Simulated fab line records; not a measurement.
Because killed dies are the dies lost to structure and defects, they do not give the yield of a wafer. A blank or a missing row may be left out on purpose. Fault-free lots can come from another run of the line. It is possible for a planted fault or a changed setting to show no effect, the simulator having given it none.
fab line records	flow sky130
record lots=11	wafers=33	last-day=50
route steps=708 shown VT_ADJUST_HVTR@138 SONOS_ONO@173 GATE_OXIDE@188 PAD_OPEN@708
lots that met no fault: taken from a fault-free run of the same line
start-h: start of the lot's first displayed wafer, in hours after the record's first day	wait-h: hours from the lot's prior step to this one	" identical to the entry in the row above	L1.1+2: a row that stands for several wafers	- value missing, or start not given	* or withheld: withheld	< > ~ a bound
route shown NAME@n: NAME is a module with steps in the file, n the number in the route of the first one	usual: mean and standard deviation over wafers with no fault	same: alike in all rows	chamber/n: place in a boat	sites: the reading at each site	_std_site: the standard deviation of these	_edge_site: the outer-site mean with the inner-site mean subtracted	radius-mm: for every site, how far away it sits from the centre of the wafer	mask NAME#n: copy n	behind: the most recent tool/chamber to have shaped the wafer	hold: what put the lot on hold/how long, in hours/how the hold closed	device: names the non-switching transistor (n, p or np)	end of line: the route-end tests of the same wafers	where a step has no rows: the recipe by itself	killed: dies lost to structure and defects at the first sort, not the wafer's yield	map: per-die view of a wafer (x killed, . not killed, _ where there is no die)
set.NAME: the run value of the setting; set.NAME@STEP: its run value at that earlier step	model.NAME: the simulator's own value behind a step, which no gauge read
steps of the route over a sample of lots; a table a step, a row a wafer
services: a tool's chamber out of use, with start hour (start-h, from the record's first day; less than 0 if before it), hours out, and reason
## steps
# step SKY_VT_ADJUST_HVTR_CD_MEAS_07
# recipe target-cd-nm=380
# usual cd-nm=381.0/2.6
lot.wafer	tool	chamber	start-h	wait-h	cd-nm
L474.2	cd-sem-01	-	207.35	0.1	377.6
L474.3	"	-	"	"	378.3
L474.5	"	-	"	"	379.6
L475.1	cd-sem-02	-	212.38	0.1	377.7
L475.5	"	-	"	"	381.3
L475.6	"	-	"	"	378.5
L476.1	cd-sem-02	-	220.53	0.1	385.3
L476.2	"	-	"	"	382.5
L476.5	"	-	"	"	379.9
L477.1	cd-sem-02	-	228.08	0.1	381.2
L477.5	"	-	"	"	379.1
L477.6	"	-	"	"	380.2
L478.2	cd-sem-01	-	237.31	0.1	384.3
L478.3	"	-	"	"	386.4
L478.6	"	-	"	"	384.4
L482.1	cd-sem-01	-	274.84	0.1	380.0
L482.2	"	-	"	"	378.6
L482.4	"	-	"	"	380.1
L483.4	cd-sem-02	-	275.54	0.1	376.0
L483.5	"	-	"	"	375.6
L483.6	"	-	"	"	375.6
L490.1	cd-sem-01	-	336.18	0.1	381.4
L490.3	"	-	"	"	383.8
L490.6	"	-	"	"	383.8
L491.1	cd-sem-02	-	338.09	0.1	381.4
L491.2	"	-	"	"	377.0
L491.6	"	-	"	"	380.9
L492.1	cd-sem-01	-	351.24	0.1	383.9
L492.2	"	-	"	"	382.9
L492.3	"	-	"	"	383.3
L495.1	cd-sem-01	-	368.73	0.1	383.1
L495.4	"	-	"	"	383.5
L495.6	"	-	"	"	385.3
# step SKY_SONOS_ONO_THK_MEAS_05
# recipe reads=SiO2_of_SONOS_ONO_CVD_04
# usual SONOS_ONO_CVD_04_THK=5.67/0.12
lot.wafer	tool	chamber	start-h	wait-h	SONOS_ONO_CVD_04_THK[nm]
L474.2	film-metro-03	-	258.62	0.0	5.60
L474.3	"	-	"	"	5.41
L474.5	"	-	"	"	5.48
L475.1	film-metro-01	-	267.17	0.0	5.86
L475.5	"	-	"	"	5.78
L475.6	"	-	"	"	5.83
L476.1	film-metro-01	-	274.50	0.0	5.72
L476.2	"	-	"	"	5.72
L476.5	"	-	"	"	5.76
L477.1	film-metro-03	-	282.68	0.0	5.55
L477.5	"	-	"	"	5.55
L477.6	"	-	"	"	5.52
L478.2	film-metro-01	-	291.27	0.0	5.60
L478.3	"	-	"	"	5.60
L478.6	"	-	"	"	5.55
L483.4	film-metro-01	-	333.49	0.0	5.86
L483.5	"	-	"	"	5.92
L483.6	"	-	"	"	5.90
L482.1	film-metro-02	-	334.71	0.0	5.81
L482.2	"	-	"	"	5.90
L482.4	"	-	"	"	5.84
L490.1	film-metro-02	-	400.35	0.0	5.71
L490.3	"	-	"	"	5.77
L490.6	"	-	"	"	5.79
L491.1	film-metro-01	-	403.18	0.0	5.56
L491.2	"	-	"	"	5.74
L491.6	"	-	"	"	5.70
L492.1	film-metro-01	-	413.78	0.0	5.53
L492.2	"	-	"	"	5.40
L492.3	"	-	"	"	5.40
L495.1	film-metro-03	-	433.40	0.0	5.71
L495.4	"	-	"	"	5.56
L495.6	"	-	"	"	5.49
# step SKY_SONOS_ONO_STRIP_17
# recipe chemistry=O2/N2	power-w=1400	pressure-mtorr=1500	platen-temp-c=withheld	o2-flow-sccm=3000	n2-flow-sccm=300	overash-fraction=0.5
# usual drypump-motor-current-A=5.5/0.31	o2-flow-sccm=2998/9.1	oes-product-au=0.709/0.0047	strip-time-to-endpoint-s=14.09/0.038
lot.wafer	tool	chamber	start-h	wait-h	drypump-motor-current-A	o2-flow-sccm	oes-product-au	rf-hours-counter-h	strip-time-to-endpoint-s
L474.2	plasma-asher-01	1	281.81	0.0	5.5	3013	0.702	16	14.09
L474.3	"	0	"	"	5.5	2984	0.710	-	14.12
L474.5	"	1	"	"	5.5	3010	0.706	-	14.04
L475.1	plasma-asher-01	1	292.15	0.0	5.5	3003	0.709	17	14.08
L475.5	"	1	"	"	5.5	2990	0.718	-	14.07
L475.6	"	0	"	"	5.4	2987	0.713	-	14.10
L476.1	plasma-asher-03	0	298.95	0.0	6.0	3004	0.705	60	14.12
L476.2	"	1	"	"	5.9	3009	0.704	60	14.14
L476.5	"	1	"	"	5.9	3008	0.706	-	14.12
L477.1	plasma-asher-03	1	308.56	0.0	5.9	3003	0.708	61	14.03
L477.5	"	1	"	"	5.9	3003	0.707	-	14.01
L477.6	"	0	"	"	6.0	2999	0.717	-	14.07
L478.2	plasma-asher-03	0	317.11	0.0	6.0	3009	0.704	62	14.14
L478.3	"	0	"	"	6.0	2993	0.709	-	14.09
L478.6	"	1	"	"	5.9	2989	0.707	-	14.12
L483.4	plasma-asher-01	0	361.49	0.0	5.4	3003	0.710	-	14.08
L483.5	"	1	"	"	5.5	2994	0.708	-	14.08
L483.6	"	0	"	"	5.4	3008	0.710	-	14.08
L482.1	plasma-asher-01	1	362.65	0.0	5.5	2991	0.701	24	14.09
L482.2	"	0	"	"	5.4	3012	0.703	24	14.07
L482.4	"	1	"	"	5.5	2993	0.713	-	14.11
L490.1	plasma-asher-03	0	430.66	0.0	6.0	3016	0.718	0	14.04
L490.3	"	0	"	"	6.0	2998	0.712	-	14.10
L490.6	"	0	"	"	6.0	3023	0.710	-	14.07
L491.1	plasma-asher-04	0	433.91	0.0	5.3	2993	0.714	61	14.09
L491.2	"	1	"	"	5.0	3013	0.710	61	14.05
L491.6	"	1	"	"	5.0	3004	0.709	-	14.11
L492.1	plasma-asher-01	1	443.81	0.0	5.5	2999	0.710	32	14.12
L492.2	"	0	"	"	5.4	3007	0.711	32	14.14
L492.3	"	0	"	"	5.4	3003	0.715	-	14.12
L495.1	plasma-asher-04	0	464.00	0.0	5.3	3018	0.711	65	14.13
L495.4	"	1	"	"	5.0	3015	0.705	-	14.17
L495.6	"	0	"	"	5.4	3005	0.709	-	14.16
# step SKY_GATE_OXIDE_OXIDATION_01
# recipe temp-c=900	ambient=O2	stabilise-s=600	purge-s=300	target-thk-a=102.68	ox-time-s=1473
# usual spike-tc-bottom-C=913.8/0.96	spike-tc-centre-C=900.4/1.6	spike-tc-lower-C=900.8/1.2	spike-tc-top-C=911.4/2.9	spike-tc-upper-C=901.2/1.6	tube_center_temp_C_max=902.3/0.36	zone-power-bottom-pct=32.3/2.1	zone-power-top-pct=28.8/0.42	zone-power-upper-pct=17.96/0.23
# same stabilise-s=600
lot.wafer	tool	chamber	start-h	wait-h	spike-tc-bottom-C	spike-tc-centre-C	spike-tc-lower-C	spike-tc-top-C	spike-tc-upper-C	tube_center_temp_C_max	zone-power-bottom-pct	zone-power-top-pct	zone-power-upper-pct
L474.2	furnace-01	0	282.56	0.5	913.3	899.9	901.3	913.6	902.3	902.0	34.4	28.8	18.12
L474.3	"	0	"	"	913.2	898.4	903.1	915.3	903.1	902.9	34.6	29.2	18.28
L474.5	"	0	"	"	914.9	899.1	901.1	915.1	901.5	902.4	34.0	29.1	18.03
L475.1	furnace-02	0	292.77	0.4	911.7	901.9	899.6	908.7	900.3	902.1	30.2	28.1	18.35
L475.5	"	0	"	"	914.2	901.1	901.1	907.6	900.2	901.9	30.3	28.3	17.79
L475.6	"	0	"	"	915.2	900.6	899.7	909.0	899.4	901.7	29.6	28.7	17.71
L476.1	furnace-01	0	299.16	0.0	913.1	899.4	902.0	912.7	902.4	902.7	34.4	29.2	17.92
L476.2	"	0	"	"	911.9	900.1	901.4	912.0	902.9	902.3	33.8	28.4	18.50
L476.5	"	0	"	"	914.6	900.6	899.5	913.8	904.1	902.1	34.1	28.7	18.20
L477.1	furnace-01	0	308.77	0.0	912.3	898.7	900.7	914.0	902.9	902.5	34.5	28.8	17.96
L477.5	"	0	"	"	914.1	900.6	902.3	913.7	902.3	901.9	34.1	28.9	18.11
L477.6	"	0	"	"	915.0	898.4	901.4	913.3	902.7	901.8	33.5	29.1	18.25
L478.2	furnace-01	0	318.37	1.0	915.2	899.8	899.7	914.7	903.8	902.3	35.3	29.2	17.74
L478.3	"	0	"	"	913.6	899.8	899.1	913.0	902.7	902.3	34.0	29.2	17.80
L478.6	"	0	"	"	912.8	899.6	901.8	913.8	903.0	902.0	34.6	28.3	17.96
L483.4	furnace-01	0	361.73	0.0	893.5	878.5	879.5	894.6	883.8	902.2	32.3	28.2	17.24
L483.5	"	0	"	"	893.1	881.7	882.6	893.9	882.6	902.9	32.6	28.3	17.42
L483.6	"	0	"	"	894.6	876.6	881.2	894.5	881.9	901.6	32.8	27.5	17.29
L482.1	furnace-01	0	363.14	0.2	893.9	880.2	881.6	894.4	881.5	902.4	32.8	27.9	17.28
L482.2	"	0	"	"	894.1	877.9	881.6	892.3	881.5	902.3	32.9	27.9	17.33
L482.4	"	0	"	"	891.7	878.1	881.5	894.2	881.9	903.1	32.2	28.5	17.23
L490.1	furnace-02	0	433.92	3.1	914.1	901.2	900.9	907.5	899.1	902.9	30.0	28.5	17.76
L490.3	"	0	"	"	912.5	902.2	899.0	907.8	898.7	902.1	30.0	28.5	17.87
L490.6	"	0	"	"	914.9	900.6	900.8	906.7	900.0	902.2	30.7	28.7	18.03
L491.1	furnace-01	0	436.09	2.0	915.3	897.5	900.6	912.4	904.2	901.9	33.9	29.1	17.85
L491.2	"	0	"	"	913.9	901.9	901.4	912.9	903.1	902.7	33.8	29.1	17.88
L491.6	"	0	"	"	912.9	903.3	901.9	913.5	902.0	902.4	33.9	29.1	17.79
L492.1	furnace-01	0	444.02	0.0	913.1	900.3	900.3	914.1	900.8	901.9	34.4	29.4	18.09
L492.2	"	0	"	"	911.9	899.9	901.5	913.0	902.0	903.0	33.6	29.3	18.21
L492.3	"	0	"	"	914.8	900.0	901.9	913.8	902.4	902.0	34.4	29.2	18.13
L495.1	furnace-02	0	464.21	0.0	912.8	901.8	900.5	908.8	898.4	902.2	29.6	28.7	17.79
L495.4	"	0	"	"	915.1	900.9	900.7	907.6	900.0	902.6	30.3	28.7	17.96
L495.6	"	0	"	"	914.6	900.7	900.4	907.3	901.8	902.2	30.4	29.0	17.77
# step SKY_GATE_OXIDE_THK_MEAS_02
# recipe reads=SiO2_of_GATE_OXIDE_OXIDATION_01
# usual GATE_OXIDE_OXIDATION_00_THK=10.23/0.16
lot.wafer	tool	chamber	start-h	wait-h	hold	GATE_OXIDE_OXIDATION_00_THK[nm]
L474.2	film-metro-01	-	283.97	0.0	-	10.58
L474.3	"	-	"	"	-	10.67
L474.5	"	-	"	"	-	10.31
L475.1	film-metro-03	-	294.18	0.0	-	10.19
L475.5	"	-	"	"	-	10.09
L475.6	"	-	"	"	-	10.22
L476.1	film-metro-03	-	300.57	0.0	-	10.10
L476.2	"	-	"	"	-	10.33
L476.5	"	-	"	"	-	10.20
L477.1	film-metro-01	-	310.18	0.0	-	10.19
L477.5	"	-	"	"	-	10.02
L477.6	"	-	"	"	-	10.14
L478.2	film-metro-03	-	319.79	0.0	-	10.13
L478.3	"	-	"	"	-	10.03
L478.6	"	-	"	"	-	10.05
L483.4	film-metro-03	-	363.17	0.0	await-dispo/0.2h/release	8.14
L483.5	"	-	"	"	await-dispo/0.2h/release	8.06
L483.6	"	-	"	"	await-dispo/0.2h/release	7.98
L483.4	film-metro-03	-	363.40	0.2	-	8.11
L483.5	"	-	"	"	-	8.10
L483.6	"	-	"	"	-	8.04
L482.1	film-metro-04	-	364.55	0.0	await-dispo/0.2h/release	8.23
L482.2	"	-	"	"	await-dispo/0.2h/release	8.29
L482.4	"	-	"	"	await-dispo/0.2h/release	8.20
L482.1	film-metro-04	-	364.78	0.2	-	8.18
L482.2	"	-	"	"	-	8.19
L482.4	"	-	"	"	-	8.18
L490.1	film-metro-01	-	435.33	0.0	-	10.16
L490.3	"	-	"	"	-	10.21
L490.6	"	-	"	"	-	10.09
L491.1	film-metro-01	-	437.50	0.0	-	10.21
L491.2	"	-	"	"	-	10.25
L491.6	"	-	"	"	-	10.33
L492.1	film-metro-01	-	445.42	0.0	-	10.19
L492.2	"	-	"	"	-	10.40
L492.3	"	-	"	"	-	10.10
L495.1	film-metro-04	-	465.62	0.0	-	10.57
L495.4	"	-	"	"	-	10.31
L495.6	"	-	"	"	-	10.30
# step SKY_PAD_OPEN_PROBE_99
# usual killed_at_M0_to_M3=42/6.7	killed_at_M4_up=3.4/2	killed-at-contacts=24/5.1	killed-at-front-end=14/4.2	killed-at-other=0.2/0.49	killed-dies=84/8.4	killed-open=46/7	killed-short=39/5.8
# same gross-dies=492	killed-at-back-side=0
lot.wafer	tool	chamber	start-h	wait-h	killed_at_M0_to_M3	killed_at_M4_up	killed-at-contacts	killed-at-front-end	killed-at-other	killed-dies	killed-open	killed-short
L474.2	prober-02	-	1083.46	0.1	48	1	36	10	0	95	53	42
L474.3	prober-02	-	1083.51	0.2	49	4	22	15	0	90	39	51
L474.5	prober-02	-	1083.61	0.2	36	1	28	16	0	81	40	41
L475.1	prober-01	-	1086.01	0.1	42	0	20	16	0	78	30	48
L475.5	prober-01	-	1086.21	0.2	48	3	28	12	0	91	44	47
L475.6	prober-01	-	1086.26	0.2	53	0	24	18	1	96	45	51
L476.1	prober-02	-	1093.91	0.1	59	1	18	21	0	99	55	44
L476.2	prober-02	-	1093.96	0.1	38	3	26	22	0	89	47	42
L476.5	prober-02	-	1094.11	0.2	35	0	26	19	0	80	45	35
L477.1	prober-01	-	1096.82	0.1	42	1	30	9	0	82	51	31
L477.5	prober-01	-	1097.02	0.2	46	4	20	20	0	90	42	48
L477.6	prober-01	-	1097.07	0.2	37	4	25	15	0	81	47	34
L478.2	prober-02	-	1105.66	0.1	48	2	28	17	0	95	51	44
L478.3	prober-02	-	1105.71	0.2	50	2	35	9	0	96	56	40
L478.6	prober-02	-	1105.86	0.2	45	2	28	22	0	97	52	45
L483.4	prober-02	-	1136.46	0.2	41	5	32	12	1	91	46	45
L483.5	prober-02	-	1136.51	0.2	47	2	18	11	0	78	46	32
L483.6	prober-02	-	1136.56	0.2	52	4	23	17	0	96	46	50
L482.1	prober-01	-	1136.66	0.1	49	3	25	14	0	91	47	44
L482.2	prober-01	-	1136.71	0.1	35	7	24	11	1	78	50	28
L482.4	prober-01	-	1136.81	0.2	49	4	27	14	0	94	43	51
L490.1	prober-02	-	1181.81	0.1	38	4	24	10	0	76	37	39
L490.3	prober-02	-	1181.91	0.2	47	2	19	15	0	83	48	35
L490.6	prober-02	-	1182.06	0.2	44	3	21	7	0	75	45	30
L491.1	prober-01	-	1183.76	0.1	50	1	22	16	0	89	39	50
L491.2	prober-01	-	1183.81	0.1	54	6	30	9	0	99	57	42
L491.6	prober-01	-	1184.01	0.2	34	4	25	10	0	73	36	37
L492.1	prober-02	-	1187.25	0.1	43	6	17	9	0	75	44	31
L492.2	prober-02	-	1187.30	0.1	44	3	19	21	0	87	49	38
L492.3	prober-02	-	1187.35	0.2	41	1	28	11	0	81	36	45
L495.1	prober-01	-	1199.44	0.1	49	7	22	22	0	100	59	41
L495.4	prober-01	-	1199.59	0.2	53	5	20	18	0	96	50	46
L495.6	prober-01	-	1199.69	0.2	48	3	24	12	1	88	47	41
# killed by level:class
L474.2 CONTACT:geometric-particle:open=15 VIA1:geometric-particle:open=13 VIA3:geometric-particle:open=8 LI_CONTACT:geometric-particle:open=7 LOCAL_INTERCONNECT:geometric-particle:short=7 CONTACT:geometric-particle:short=6 VIA2:geometric-particle:open=6 METAL3:geometric-particle:short=6
L474.3 VIA1:geometric-particle:open=10 METAL1:geometric-particle:short=8 CONTACT:geometric-particle:short=7 CONTACT:geometric-particle:open=6 METAL3:geometric-particle:short=6 POLY_GATE:geometric-particle:short=5 METAL2:geometric-particle:short=5 VIA2:geometric-particle:open=5
L474.5 CONTACT:geometric-particle:open=14 METAL1:geometric-particle:short=8 VIA2:geometric-particle:short=6 CONTACT:geometric-particle:short=5 VIA2:geometric-particle:open=5 FIELD_ISO:geometric-particle:open=4 FIELD_ISO:geometric-particle:short=4 LI_CONTACT:geometric-particle:open=4
L475.1 VIA1:geometric-particle:open=9 FIELD_ISO:geometric-particle:short=8 VIA3:geometric-particle:open=7 LI_CONTACT:geometric-particle:open=6 VIA1:geometric-particle:short=5 LOCAL_INTERCONNECT:geometric-particle:short=5 CONTACT:geometric-particle:short=5 METAL2:geometric-particle:short=5
L475.5 VIA1:geometric-particle:open=16 CONTACT:geometric-particle:short=7 VIA1:geometric-particle:short=7 VIA3:geometric-particle:open=7 LI_CONTACT:geometric-particle:short=6 LOCAL_INTERCONNECT:geometric-particle:short=6 CONTACT:geometric-particle:open=5 FIELD_ISO:geometric-particle:open=4
L475.6 VIA1:geometric-particle:open=14 CONTACT:geometric-particle:short=8 METAL1:geometric-particle:short=7 VIA1:geometric-particle:short=7 CONTACT:geometric-particle:open=6 FIELD_ISO:geometric-particle:short=5 METAL3:geometric-particle:short=5 VIA3:geometric-particle:short=5
L476.1 VIA1:geometric-particle:open=19 VIA1:geometric-particle:short=8 CONTACT:geometric-particle:open=7 VIA3:geometric-particle:open=6 POLY_GATE:geometric-particle:open=6 VIA2:geometric-particle:open=6 METAL2:geometric-particle:short=6 METAL1:geometric-particle:short=5
L476.2 FIELD_ISO:geometric-particle:short=9 CONTACT:geometric-particle:open=9 LI_CONTACT:geometric-particle:open=6 VIA1:geometric-particle:open=6 METAL2:geometric-particle:short=6 VIA2:geometric-particle:open=6 FIELD_ISO:geometric-particle:open=5 VIA3:geometric-particle:open=5
L476.5 METAL1:geometric-particle:short=8 CONTACT:geometric-particle:open=7 LI_CONTACT:geometric-particle:open=7 VIA2:geometric-particle:open=6 FIELD_ISO:geometric-particle:short=5 CONTACT:geometric-particle:short=5 VIA1:geometric-particle:open=5 VIA3:geometric-particle:open=5
L477.1 CONTACT:geometric-particle:open=13 VIA1:geometric-particle:open=11 VIA3:geometric-particle:open=11 LI_CONTACT:geometric-particle:open=6 METAL1:geometric-particle:short=5 LI_CONTACT:geometric-particle:short=4 CONTACT:geometric-particle:short=4 METAL2:geometric-particle:short=4
L477.5 VIA3:geometric-particle:open=9 LI_CONTACT:geometric-particle:open=6 POLY_GATE:geometric-particle:open=6 LOCAL_INTERCONNECT:geometric-particle:short=6 VIA1:geometric-particle:short=6 VIA1:geometric-particle:open=6 VIA2:geometric-particle:short=5 CONTACT:geometric-particle:open=5
L477.6 VIA1:geometric-particle:open=11 CONTACT:geometric-particle:open=7 CONTACT:geometric-particle:short=6 LI_CONTACT:geometric-particle:open=6 VIA3:geometric-particle:open=6 METAL1:geometric-particle:short=4 VIA1:geometric-particle:short=4 FIELD_ISO:geometric-particle:open=3
L478.2 VIA1:geometric-particle:open=13 CONTACT:geometric-particle:open=9 LI_CONTACT:geometric-particle:open=8 METAL1:geometric-particle:short=8 VIA1:geometric-particle:short=6 VIA3:geometric-particle:open=6 LOCAL_INTERCONNECT:geometric-particle:short=5 VIA2:geometric-particle:open=5
L478.3 VIA1:geometric-particle:open=17 CONTACT:geometric-particle:open=10 LI_CONTACT:geometric-particle:open=9 METAL1:geometric-particle:short=8 CONTACT:geometric-particle:short=6 LI_CONTACT:geometric-particle:short=5 VIA3:geometric-particle:open=5 LOCAL_INTERCONNECT:geometric-particle:short=4
L478.6 VIA1:geometric-particle:open=11 LI_CONTACT:geometric-particle:open=11 POLY_GATE:geometric-particle:short=9 METAL1:geometric-particle:short=7 VIA2:geometric-particle:open=6 VIA3:geometric-particle:open=6 POLY_GATE:geometric-particle:open=5 LOCAL_INTERCONNECT:geometric-particle:short=5
L483.4 VIA1:geometric-particle:open=12 LI_CONTACT:geometric-particle:open=10 CONTACT:geometric-particle:open=9 CONTACT:geometric-particle:short=7 FIELD_ISO:geometric-particle:short=6 VIA2:geometric-particle:short=6 VIA2:geometric-particle:open=6 METAL4:geometric-particle:short=5
L483.5 VIA1:geometric-particle:open=15 CONTACT:geometric-particle:open=8 METAL1:geometric-particle:short=7 VIA2:geometric-particle:open=6 VIA3:geometric-particle:open=5 METAL2:geometric-particle:short=4 VIA1:geometric-particle:short=4 FIELD_ISO:geometric-particle:open=3
L483.6 VIA1:geometric-particle:open=15 METAL2:geometric-particle:short=11 FIELD_ISO:geometric-particle:short=8 CONTACT:geometric-particle:open=8 VIA2:geometric-particle:open=7 LI_CONTACT:geometric-particle:open=7 METAL1:geometric-particle:short=5 VIA1:geometric-particle:short=5
L482.1 VIA3:geometric-particle:short=10 LI_CONTACT:geometric-particle:open=9 CONTACT:geometric-particle:open=9 VIA1:geometric-particle:open=8 VIA3:geometric-particle:open=7 VIA1:geometric-particle:short=6 METAL1:geometric-particle:short=5 VIA2:geometric-particle:open=5
L482.2 VIA1:geometric-particle:open=11 CONTACT:geometric-particle:open=9 VIA3:geometric-particle:open=8 METAL4:geometric-particle:open=5 LI_CONTACT:geometric-particle:open=4 LOCAL_INTERCONNECT:geometric-particle:short=4 CONTACT:geometric-particle:short=4 METAL1:geometric-particle:short=4
L482.4 CONTACT:geometric-particle:short=8 VIA2:geometric-particle:open=8 VIA1:geometric-particle:open=8 FIELD_ISO:geometric-particle:short=7 CONTACT:geometric-particle:open=6 METAL1:geometric-particle:short=5 LI_CONTACT:geometric-particle:open=5 VIA1:geometric-particle:short=5
L490.1 CONTACT:geometric-particle:open=9 METAL2:geometric-particle:short=9 VIA2:geometric-particle:open=7 LI_CONTACT:geometric-particle:open=6 METAL1:geometric-particle:short=6 VIA1:geometric-particle:open=5 CONTACT:geometric-particle:short=4 FIELD_ISO:geometric-particle:open=3
L490.3 METAL2:geometric-particle:short=10 CONTACT:geometric-particle:open=9 VIA1:geometric-particle:open=8 VIA3:geometric-particle:open=8 VIA2:geometric-particle:open=6 POLY_GATE:geometric-particle:open=5 CONTACT:geometric-particle:short=5 METAL1:geometric-particle:short=5
L490.6 VIA1:geometric-particle:open=15 CONTACT:geometric-particle:open=8 CONTACT:geometric-particle:short=7 METAL2:geometric-particle:short=7 VIA2:geometric-particle:open=6 LI_CONTACT:geometric-particle:open=4 VIA3:geometric-particle:open=4 POLY_GATE:geometric-particle:short=3
L491.1 METAL1:geometric-particle:short=9 METAL2:geometric-particle:short=9 LI_CONTACT:geometric-particle:open=8 FIELD_ISO:geometric-particle:short=7 VIA1:geometric-particle:short=7 LI_CONTACT:geometric-particle:short=6 VIA1:geometric-particle:open=6 METAL3:geometric-particle:short=5
L491.2 CONTACT:geometric-particle:open=12 VIA3:geometric-particle:open=11 VIA1:geometric-particle:open=9 VIA1:geometric-particle:short=9 LI_CONTACT:geometric-particle:open=8 METAL1:geometric-particle:short=7 VIA2:geometric-particle:open=7 LI_CONTACT:geometric-particle:short=5
L491.6 LI_CONTACT:geometric-particle:short=7 LI_CONTACT:geometric-particle:open=7 VIA1:geometric-particle:open=7 LOCAL_INTERCONNECT:geometric-particle:short=6 METAL1:geometric-particle:short=4 CONTACT:geometric-particle:open=4 METAL2:geometric-particle:short=4 VIA2:geometric-particle:open=4
L492.1 VIA1:geometric-particle:open=9 VIA2:geometric-particle:open=9 CONTACT:geometric-particle:open=7 FIELD_ISO:geometric-particle:short=4 LI_CONTACT:geometric-particle:open=4 VIA1:geometric-particle:short=4 METAL1:geometric-particle:short=4 METAL1:geometric-particle:open=4
L492.2 VIA2:geometric-particle:open=10 CONTACT:geometric-particle:open=8 VIA1:geometric-particle:open=7 POLY_GATE:geometric-particle:open=6 VIA1:geometric-particle:short=6 VIA3:geometric-particle:short=5 FIELD_ISO:geometric-particle:open=4 METAL2:geometric-particle:short=4
L492.3 LI_CONTACT:geometric-particle:open=10 CONTACT:geometric-particle:open=6 CONTACT:geometric-particle:short=6 METAL3:geometric-particle:short=6 LI_CONTACT:geometric-particle:short=5 VIA1:geometric-particle:open=5 VIA2:geometric-particle:open=5 VIA3:geometric-particle:open=5
L495.1 VIA1:geometric-particle:open=13 CONTACT:geometric-particle:open=11 VIA3:geometric-particle:open=9 VIA2:geometric-particle:short=6 VIA1:geometric-particle:short=5 METAL4:geometric-particle:short=5 SPACER:geometric-particle:open=4 FIELD_ISO:geometric-particle:short=3
L495.4 VIA1:geometric-particle:open=12 METAL1:geometric-particle:short=11 CONTACT:geometric-particle:open=10 FIELD_ISO:geometric-particle:short=7 LI_CONTACT:geometric-particle:open=6 VIA3:geometric-particle:short=6 METAL2:geometric-particle:short=5 VIA3:geometric-particle:open=5
L495.6 VIA1:geometric-particle:open=11 CONTACT:geometric-particle:short=7 CONTACT:geometric-particle:open=7 FIELD_ISO:geometric-particle:open=5 LI_CONTACT:geometric-particle:open=5 METAL2:geometric-particle:short=5 METAL1:geometric-particle:short=4 VIA2:geometric-particle:short=4
## services
tool	chamber	start-h	hours	kind
furnace-01	-	262.96	3.0	pm
furnace-02	-	325.28	4.1	pm
plasma-asher-03	-	333.11	1.4	repair
plasma-asher-03	-	421.25	9.0	pm
plasma-asher-03	0	421.25	9.0	vent-cycle
plasma-asher-03	1	421.25	9.0	vent-cycle
plasma-asher-03	0	430.25	-	clean
plasma-asher-03	1	430.25	-	clean
furnace-01	-	432.25	3.8	pm
plasma-asher-03	-	433.32	0.5	repair
## key
first-sign step=SKY_GATE_OXIDE_OXIDATION_01	reading=spike-tc-bottom-C	direction=down	sigmas=21	usual=913.8	struck=893.5
effect step=SKY_GATE_OXIDE_OXIDATION_01	reading=spike-tc-lower-C	direction=down	sigmas=16	usual=900.8	struck=881.3
effect step=SKY_GATE_OXIDE_THK_MEAS_02	reading=visit	direction=added
effect step=SKY_GATE_OXIDE_THK_MEAS_02	reading=GATE_OXIDE_OXIDATION_00_THK	direction=down	sigmas=13	usual=10.23	struck=8.15
met-at SKY_GATE_OXIDE_OXIDATION_01
struck-lots L482,L483
tester-left-out L482,L483
not-acting-at SKY_VT_ADJUST_HVTR_CD_MEAS_07,SKY_SONOS_ONO_THK_MEAS_05,SKY_SONOS_ONO_STRIP_17
onset-between 318.37 361.73
fault kind=process-parameter-drift	tool=furnace-01	chamber=-	onset-h=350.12	steps=SKY_GATE_OXIDE_OXIDATION_01	channel=temp-c	offset=*	shape=step	end-h=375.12	acts-in=*	stated=*
# tester-left-out: of these lots the tester's yield and bins aren't shown, on N5 and GAA mostly nor the transistor test; their killed dies are dies lost to structure and defects alone, not to doping, threshold or leakage, so they don't give the yield
